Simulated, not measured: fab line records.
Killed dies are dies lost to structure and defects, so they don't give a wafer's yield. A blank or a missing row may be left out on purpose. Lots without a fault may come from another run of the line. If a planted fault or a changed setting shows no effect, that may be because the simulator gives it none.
Comparing a struck lot with a sound one || flow sky130 || 17 steps out of a route of 708
Sound: these wafers, L673.2, L673.3, L673.5. Struck: wafer L687.2; the same lot's L687.5 was not struck, so it is left out; see the end for the cause.
Order at every step that has rows: each side's tool, ch and its chambers, its first start. Under that, the readings that differ: sound wafers || struck wafers || difference of the means || sigmas: that difference in standard deviations of wafers without a fault.
alike: same words and numbers on both sides, and readings whose means sit less than 2 such deviations apart. not compared: any withheld reading, any reading some wafer has no value for, any bound like >300 that may hide the same value, and any number with overlapping values for which the record gives no deviation.
The two part at a step that has a row with sigmas, a row that says differs or no value, or rows on one side only. Non-overlapping numbers with no deviation appear without sigmas and do not part them. Lack of a reading on every wafer of one side parts them only where that side has two or more wafers.

first, 1 step without rows for these wafers: SKY_NWELL_IMPLANT_24.
SKY_NWELL_STRIP_25: strips in O2/N2.
  sound on plasma-asher-03 ch 0,1, day 5 06:33; struck on plasma-asher-04 ch 1, day 8 22:15
{"reading": "strip-time-to-endpoint-s (s)", "sound": "36.85 36.83 36.69", "struck": 37.02, "difference": "+0.23", "sigmas": "+2"}
  alike: drypump-motor-current-A, oes-product-au
  not compared: rf-hours-counter-h
SKY_NWELL_TW_MEAS_26:
  struck on film-metro-04, day 8 22:22; sound on film-metro-01, day 5 06:40
  alike: NWELL_2_TW
then, 1 step without rows for these wafers: SKY_NWELL_CLEAN_27 (cleans in SC1/SC2, time 150 s).
SKY_NWELL_RTA_28: time 30 s.
  sound on rtp-anneal-02 ch 0, day 5 06:47; struck on rtp-anneal-01 ch 0, day 8 22:29
  alike: lamp-power-pct, wafer_temp_C_max
SKY_NWELL_RS_MEAS_29: measurement is done with a four-point probe.
  struck on film-metro-01, day 8 22:35; sound on film-metro-04, day 5 06:53
  alike: NWELL_RS
SKY_NWELL_RS_MEAS_31: measurement is done with a four-point probe.
  struck on film-metro-01, day 8 22:49; sound on film-metro-04, day 5 07:08
  alike: PWDE_RS
then, 4 steps without rows for these wafers: SKY_VT_ADJUST_HVTP_DEHYDRATE_00 (time 60 s); SKY_VT_ADJUST_HVTP_HMDS_01 (prime time 60 s); SKY_VT_ADJUST_HVTP_COAT_02 (resist thk 1140 nm); SKY_VT_ADJUST_HVTP_SOFTBAKE_03 (time 60 s).
SKY_VT_ADJUST_HVTP_EXPOSE_04: exposes mask HVTPM, target cd 380 nm.
  sound on iline-stepper-02 ch 0, day 5 16:10; struck on iline-stepper-02 ch 0, day 9 09:45
  alike: mask
then, 2 steps without rows for these wafers: SKY_VT_ADJUST_HVTP_PEB_05; SKY_VT_ADJUST_HVTP_DEVELOP_06 (develop time 60 s).
SKY_VT_ADJUST_HVTP_CD_MEAS_07: target cd 380 nm.
  struck on cd-sem-02, day 9 19:58; sound on cd-sem-02, day 6 01:25
{"reading": "cd-nm (nm)", "sound": "377.2 380.0 377.4", "struck": 364.9, "difference": -13.3, "sigmas": -5}
SKY_VT_ADJUST_HVTP_OVL_MEAS_08:
  struck on overlay-01, day 9 20:04; sound on overlay-01, day 6 01:31
  alike: VT_ADJUST_HVTP_OVL
-- the record jumps here: 39 days lie between the struck wafers' starts before and after (it left off in module VT_ADJUST_HVTP and takes up again in module PAD_OPEN, whose first step shown is number 708 of the route) --
SKY_PAD_OPEN_PROBE_99:
  rows exist in the record for the struck wafers here (prober-02, day 49 07:00), but not for the sound ones

== WHERE THEY PART ==
First at SKY_NWELL_STRIP_25; last, within this record, at SKY_PAD_OPEN_PROBE_99.

WHY: what the simulator had put in
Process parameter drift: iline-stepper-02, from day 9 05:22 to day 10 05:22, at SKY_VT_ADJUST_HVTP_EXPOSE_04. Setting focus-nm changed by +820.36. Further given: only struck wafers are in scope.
